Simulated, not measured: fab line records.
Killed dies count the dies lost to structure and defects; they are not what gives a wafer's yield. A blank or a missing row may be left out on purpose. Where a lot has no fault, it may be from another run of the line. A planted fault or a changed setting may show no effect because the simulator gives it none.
The tool behind it: which one? || flow gf180mcu || 13 lots with 39 wafers sampled at 4 steps, on a route of 602 steps

WHAT THE GAUGES READ, wafer by wafer
GF_M2_CD_MEAS_14 targets a cd of 280 nm. Usual: 279.9 nm for cd-nm, sd 1.4.
{"lot": "L403", "measured": "day 19 02:47", "on": "cd-sem-01", "cd-nm (nm)": "281.3 281.6 283.1", "flag": ""}
{"lot": "L404", "measured": "day 19 12:46", "on": "cd-sem-02", "cd-nm (nm)": "279.9 279.6 279.2", "flag": ""}
{"lot": "L405", "measured": "day 19 23:20", "on": "cd-sem-01", "cd-nm (nm)": "280.7 280.5 280.3", "flag": ""}
{"lot": "L406", "measured": "day 20 01:41", "on": "cd-sem-02", "cd-nm (nm)": "279.8 280.1 280.3", "flag": ""}
{"lot": "L407", "measured": "day 20 15:12", "on": "cd-sem-02", "cd-nm (nm)": "279.6 280.1 281.8", "flag": ""}
{"lot": "L408", "measured": "day 21 05:10", "on": "cd-sem-02", "cd-nm (nm)": "281.1 280.2 280.0", "flag": ""}
{"lot": "L410", "measured": "day 21 18:17", "on": "cd-sem-02", "cd-nm (nm)": "280.5 282.5 281.9", "flag": ""}
{"lot": "L411", "measured": "day 22 06:00", "on": "cd-sem-01", "cd-nm (nm)": "278.8 281.9 281.8", "flag": ""}
{"lot": "L412", "measured": "day 22 15:19", "on": "cd-sem-02", "cd-nm (nm)": "278.3 279.1 279.7", "flag": ""}
{"lot": "L413", "measured": "day 22 22:37", "on": "cd-sem-01", "cd-nm (nm)": "279.6 280.3 280.5", "flag": ""}
{"lot": "L421", "measured": "day 25 20:03", "on": "cd-sem-01", "cd-nm (nm)": "280.6 279.6 279.5", "flag": ""}
{"lot": "L424", "measured": "day 26 13:52", "on": "cd-sem-01", "cd-nm (nm)": "279.9 281.0 280.6", "flag": ""}
{"lot": "L425", "measured": "day 27 00:22", "on": "cd-sem-01", "cd-nm (nm)": "279.2 278.4 279.8", "flag": ""}

GF_V2_CD_MEAS_14 targets a cd of 260 nm. Usual: 259.8 nm for cd-nm, sd 1.2.
{"lot": "L403", "measured": "day 20 04:05", "on": "cd-sem-02", "cd-nm (nm)": "262.7 261.3 260.0", "flag": ""}
{"lot": "L404", "measured": "day 20 14:32", "on": "cd-sem-01", "cd-nm (nm)": "258.9 259.5 261.0", "flag": ""}
{"lot": "L405", "measured": "day 21 00:53", "on": "cd-sem-01", "cd-nm (nm)": "258.0 258.4 257.6", "flag": ""}
{"lot": "L406", "measured": "day 21 03:29", "on": "cd-sem-02", "cd-nm (nm)": "261.1 260.3 259.9", "flag": ""}
{"lot": "L407", "measured": "day 21 16:42", "on": "cd-sem-02", "cd-nm (nm)": "259.6 258.2 258.2", "flag": ""}
{"lot": "L408", "measured": "day 22 06:12", "on": "cd-sem-02", "cd-nm (nm)": "261.3 262.0 261.4", "flag": ""}
{"lot": "L410", "measured": "day 22 19:07", "on": "cd-sem-01", "cd-nm (nm)": "260.4 260.3 259.5", "flag": ""}
{"lot": "L411", "measured": "day 23 06:39", "on": "cd-sem-02", "cd-nm (nm)": "258.4 258.5 259.0", "flag": ""}
{"lot": "L412", "measured": "day 23 15:31", "on": "cd-sem-01", "cd-nm (nm)": "259.8 261.7 260.3", "flag": ""}
{"lot": "L413", "measured": "day 23 22:40", "on": "cd-sem-01", "cd-nm (nm)": "259.9 259.1 258.9", "flag": ""}
{"lot": "L421", "measured": "day 26 18:25", "on": "cd-sem-01", "cd-nm (nm)": "258.0 259.3 259.3", "flag": ""}
{"lot": "L424", "measured": "day 27 11:52", "on": "cd-sem-01", "cd-nm (nm)": "259.4 259.2 260.4", "flag": ""}
{"lot": "L425", "measured": "day 27 21:46", "on": "cd-sem-02", "cd-nm (nm)": "258.9 257.7 259.4", "flag": ""}

WHICH TOOL RAN EACH LOT (tool, then ch and the chambers of the sampled wafers, then the start)
{"lot": "L403", "GF_DUAL_GATE_STRIP_13": "plasma-asher-03 ch 0,1, day 8 10:46", "GF_M1_SPUTTER_01": "pvd-sputter-04, day 16 03:38"}
{"lot": "L404", "GF_DUAL_GATE_STRIP_13": "plasma-asher-03 ch 0,1, day 8 15:33", "GF_M1_SPUTTER_01": "pvd-sputter-04, day 16 10:09"}
{"lot": "L405", "GF_DUAL_GATE_STRIP_13": "plasma-asher-01 ch 0,1, day 8 23:07", "GF_M1_SPUTTER_01": "pvd-sputter-02, day 16 21:04"}
{"lot": "L406", "GF_DUAL_GATE_STRIP_13": "plasma-asher-01 ch 0,1, day 9 00:54", "GF_M1_SPUTTER_01": "pvd-sputter-04, day 16 22:46"}
{"lot": "L407", "GF_DUAL_GATE_STRIP_13": "plasma-asher-01 ch 0,1, day 9 11:02", "GF_M1_SPUTTER_01": "pvd-sputter-04, day 17 10:53"}
{"lot": "L408", "GF_DUAL_GATE_STRIP_13": "plasma-asher-02 ch 0,1, day 9 19:28", "GF_M1_SPUTTER_01": "pvd-sputter-01, day 18 01:36"}
{"lot": "L410", "GF_DUAL_GATE_STRIP_13": "plasma-asher-01 ch 0,1, day 10 06:04", "GF_M1_SPUTTER_01": "pvd-sputter-04, day 18 15:38"}
{"lot": "L411", "GF_DUAL_GATE_STRIP_13": "plasma-asher-03 ch 0,1, day 10 14:10", "GF_M1_SPUTTER_01": "pvd-sputter-02, day 19 03:13"}
{"lot": "L412", "GF_DUAL_GATE_STRIP_13": "plasma-asher-01 ch 1, day 10 23:44", "GF_M1_SPUTTER_01": "pvd-sputter-04, day 19 13:07"}
{"lot": "L413", "GF_DUAL_GATE_STRIP_13": "plasma-asher-02 ch 0,1, day 11 02:04", "GF_M1_SPUTTER_01": "pvd-sputter-02, day 19 20:28"}
{"lot": "L421", "GF_DUAL_GATE_STRIP_13": "plasma-asher-01 ch 0,1, day 13 13:13", "GF_M1_SPUTTER_01": "pvd-sputter-02, day 22 22:22"}
{"lot": "L424", "GF_DUAL_GATE_STRIP_13": "plasma-asher-02 ch 1, day 14 11:40", "GF_M1_SPUTTER_01": "pvd-sputter-04, day 23 18:10"}
{"lot": "L425", "GF_DUAL_GATE_STRIP_13": "plasma-asher-02 ch 0, day 14 18:43", "GF_M1_SPUTTER_01": "pvd-sputter-01, day 24 04:46"}
- GF_DUAL_GATE_STRIP_13: strips in O2/N2.
- GF_M1_SPUTTER_01: material TiN, target thk 30 nm, time 25 s.

WHAT THE TOOLS THEMSELVES READ (means of the sampled wafers that have a number; where no wafer has one, the mark that the record gives instead)
GF_DUAL_GATE_STRIP_13. Usual: drypump-motor-current-A 6.00 A, standard deviation 0.25; heater-power-w 352 W, standard deviation 28; oes-product-au 0.715 a.u., standard deviation 0.0044; platen-temp-c 249.99 C, standard deviation 0.15; strip-time-to-endpoint-s 12.64 s, standard deviation 0.033.
{"lot": "L403", "tool": "plasma-asher-03", "drypump-motor-current-A (A)": 5.90, "heater-power-w (W)": 353, "oes-product-au (a.u.)": 0.718, "platen-temp-c (C)": 250.00, "strip-time-to-endpoint-s (s)": 12.65, "flag": ""}
{"lot": "L404", "tool": "plasma-asher-03", "drypump-motor-current-A (A)": 5.90, "heater-power-w (W)": 359, "oes-product-au (a.u.)": 0.718, "platen-temp-c (C)": 250.03, "strip-time-to-endpoint-s (s)": 12.64, "flag": ""}
{"lot": "L405", "tool": "plasma-asher-01", "drypump-motor-current-A (A)": 6.18, "heater-power-w (W)": 367, "oes-product-au (a.u.)": 0.720, "platen-temp-c (C)": 249.97, "strip-time-to-endpoint-s (s)": 12.61, "flag": ""}
{"lot": "L406", "tool": "plasma-asher-01", "drypump-motor-current-A (A)": 6.07, "heater-power-w (W)": 371, "oes-product-au (a.u.)": 0.717, "platen-temp-c (C)": 249.95, "strip-time-to-endpoint-s (s)": 12.64, "flag": ""}
{"lot": "L407", "tool": "plasma-asher-01", "drypump-motor-current-A (A)": 6.19, "heater-power-w (W)": 368, "oes-product-au (a.u.)": 0.713, "platen-temp-c (C)": 250.05, "strip-time-to-endpoint-s (s)": 12.68, "flag": ""}
{"lot": "L408", "tool": "plasma-asher-02", "drypump-motor-current-A (A)": 5.83, "heater-power-w (W)": 346, "oes-product-au (a.u.)": 0.714, "platen-temp-c (C)": 250.07, "strip-time-to-endpoint-s (s)": 12.65, "flag": ""}
{"lot": "L410", "tool": "plasma-asher-01", "drypump-motor-current-A (A)": 6.09, "heater-power-w (W)": 368, "oes-product-au (a.u.)": 0.714, "platen-temp-c (C)": 249.91, "strip-time-to-endpoint-s (s)": 12.71, "flag": ""}
{"lot": "L411", "tool": "plasma-asher-03", "drypump-motor-current-A (A)": 5.91, "heater-power-w (W)": 351, "oes-product-au (a.u.)": 0.718, "platen-temp-c (C)": 249.80, "strip-time-to-endpoint-s (s)": 12.66, "flag": ""}
{"lot": "L412", "tool": "plasma-asher-01", "drypump-motor-current-A (A)": 6.25, "heater-power-w (W)": 360, "oes-product-au (a.u.)": 0.717, "platen-temp-c (C)": 250.06, "strip-time-to-endpoint-s (s)": 12.62, "flag": ""}
{"lot": "L413", "tool": "plasma-asher-02", "drypump-motor-current-A (A)": 5.79, "heater-power-w (W)": 352, "oes-product-au (a.u.)": 0.711, "platen-temp-c (C)": 250.08, "strip-time-to-endpoint-s (s)": 12.64, "flag": ""}
{"lot": "L421", "tool": "plasma-asher-01", "drypump-motor-current-A (A)": 6.19, "heater-power-w (W)": 363, "oes-product-au (a.u.)": 0.844, "platen-temp-c (C)": 250.07, "strip-time-to-endpoint-s (s)": "-", "flag": "OFF"}
{"lot": "L424", "tool": "plasma-asher-02", "drypump-motor-current-A (A)": 5.63, "heater-power-w (W)": 377, "oes-product-au (a.u.)": 0.714, "platen-temp-c (C)": 250.06, "strip-time-to-endpoint-s (s)": 12.65, "flag": ""}
{"lot": "L425", "tool": "plasma-asher-02", "drypump-motor-current-A (A)": 6.13, "heater-power-w (W)": 302, "oes-product-au (a.u.)": 0.716, "platen-temp-c (C)": 250.21, "strip-time-to-endpoint-s (s)": 12.63, "flag": ""}

GF_M1_SPUTTER_01. Usual: cathode-dc-power-W 6500.1 W, standard deviation 0.96; throttle-valve-pct 30.3 %, standard deviation 0.74.
{"lot": "L403", "tool": "pvd-sputter-04", "cathode-dc-power-W (W)": 6500.4, "throttle-valve-pct (%)": 30.2, "flag": ""}
{"lot": "L404", "tool": "pvd-sputter-04", "cathode-dc-power-W (W)": 6500.0, "throttle-valve-pct (%)": 29.5, "flag": ""}
{"lot": "L405", "tool": "pvd-sputter-02", "cathode-dc-power-W (W)": 6500.6, "throttle-valve-pct (%)": 30.5, "flag": ""}
{"lot": "L406", "tool": "pvd-sputter-04", "cathode-dc-power-W (W)": 6500.4, "throttle-valve-pct (%)": 29.9, "flag": ""}
{"lot": "L407", "tool": "pvd-sputter-04", "cathode-dc-power-W (W)": 6499.9, "throttle-valve-pct (%)": 30.5, "flag": ""}
{"lot": "L408", "tool": "pvd-sputter-01", "cathode-dc-power-W (W)": 6500.4, "throttle-valve-pct (%)": 30.5, "flag": ""}
{"lot": "L410", "tool": "pvd-sputter-04", "cathode-dc-power-W (W)": 6501.2, "throttle-valve-pct (%)": 29.7, "flag": ""}
{"lot": "L411", "tool": "pvd-sputter-02", "cathode-dc-power-W (W)": 6500.0, "throttle-valve-pct (%)": 30.0, "flag": ""}
{"lot": "L412", "tool": "pvd-sputter-04", "cathode-dc-power-W (W)": 6499.4, "throttle-valve-pct (%)": 29.7, "flag": ""}
{"lot": "L413", "tool": "pvd-sputter-02", "cathode-dc-power-W (W)": 6499.6, "throttle-valve-pct (%)": 30.8, "flag": ""}
{"lot": "L421", "tool": "pvd-sputter-02", "cathode-dc-power-W (W)": 6500.4, "throttle-valve-pct (%)": 30.2, "flag": ""}
{"lot": "L424", "tool": "pvd-sputter-04", "cathode-dc-power-W (W)": 6501.6, "throttle-valve-pct (%)": 30.4, "flag": ""}
{"lot": "L425", "tool": "pvd-sputter-01", "cathode-dc-power-W (W)": 6500.8, "throttle-valve-pct (%)": 30.3, "flag": ""}

THE ANSWER, worked out from the rows above alone
Rule: lot off if the mean of its wafers having a number is beyond 3 standard deviations from the usual mean. A lot without any number at a reading at which 4 lots or more have one is off too. All remaining lots with rows at the step are treated as sound. Order of review: gauges by route order, followed by the tools' own readings, for which a lot's mean as printed above is used. The first step at which some lot is off is used, and at that step the reading that is off furthest; a lot without a number counts as furthest.
Off at GF_DUAL_GATE_STRIP_13 (strip-time-to-endpoint-s): L421. Without a number there: L421.
A tool fits if, at that step or a process step before it, it ran every lot that is off, and no sound lot after the first of them. One candidate fits, namely plasma-asher-01 at GF_DUAL_GATE_STRIP_13. A fault onset in the window from L412 (day 10 23:44, its last sound lot) to L421 (day 13 13:13, its first lot off) fits.
On the lots that are off, the tool's own readings at GF_DUAL_GATE_STRIP_13 differ by more than 5 times the standard deviation of the sound lots' means, which bears it out; oes-product-au reads 0.844 a.u. there versus 0.716 a.u. on the sound lots.
Blank at GF_DUAL_GATE_STRIP_13 on the lots that are off, where sound lots have numbers: strip-time-to-endpoint-s.

WHAT HAD BEEN PUT IN BY THE SIMULATOR
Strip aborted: plasma-asher-01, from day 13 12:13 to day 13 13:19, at GF_DUAL_GATE_STRIP_13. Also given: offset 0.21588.
Shown lots that were struck: L421. The same result came from the rule above.
